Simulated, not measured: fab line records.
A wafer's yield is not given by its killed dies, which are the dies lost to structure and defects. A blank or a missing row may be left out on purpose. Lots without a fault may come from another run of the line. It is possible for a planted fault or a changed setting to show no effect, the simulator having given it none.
Which of the tools did it?	flow sky130	6 lots, 18 wafers sampled, at 1 step of a route of 708

WHAT THE GAUGES READ, wafer by wafer
SKY_LI_CONTACT_THK_MEAS_23: measures by xrf.
lot	measured	on	LI_CONTACT_W_THK (nm)
L918	day 30 00:49	film-metro-02	397 393 396
L923	day 32 06:52	film-metro-01	402 398 399
L925	day 32 11:05	film-metro-02	390 401 393
L930	day 33 20:22	film-metro-04	391 410 408
L932	day 34 11:30	film-metro-04	394 390 390
L936	day 35 14:19	film-metro-01	399 400 404

WHAT TOOL EACH LOT RAN ON (gives the tool, then ch and the chambers of the sampled wafers, and finally the start)
There is no process step in the record ahead of these readings.

THE ANSWER, worked out from the rows above alone
Rule: the lots themselves supply what counts as usual. Put in order of their means at a reading, lots are off if they are a third of the lots or fewer, leave a main group of 4 or more, and stand apart from it by a gap of 3 or more times the standard deviation of the main group's means; of several such gaps the widest counts. If all means in a main group match to the digits the tables above print for the reading, that group is not used. A lot without any number at a reading at which 4 lots or more have one is off too. The other lots that the step has rows for count as sound.
None of the lots is off at any reading shown; this tells nothing.

WHAT HAD BEEN PUT IN BY THE SIMULATOR
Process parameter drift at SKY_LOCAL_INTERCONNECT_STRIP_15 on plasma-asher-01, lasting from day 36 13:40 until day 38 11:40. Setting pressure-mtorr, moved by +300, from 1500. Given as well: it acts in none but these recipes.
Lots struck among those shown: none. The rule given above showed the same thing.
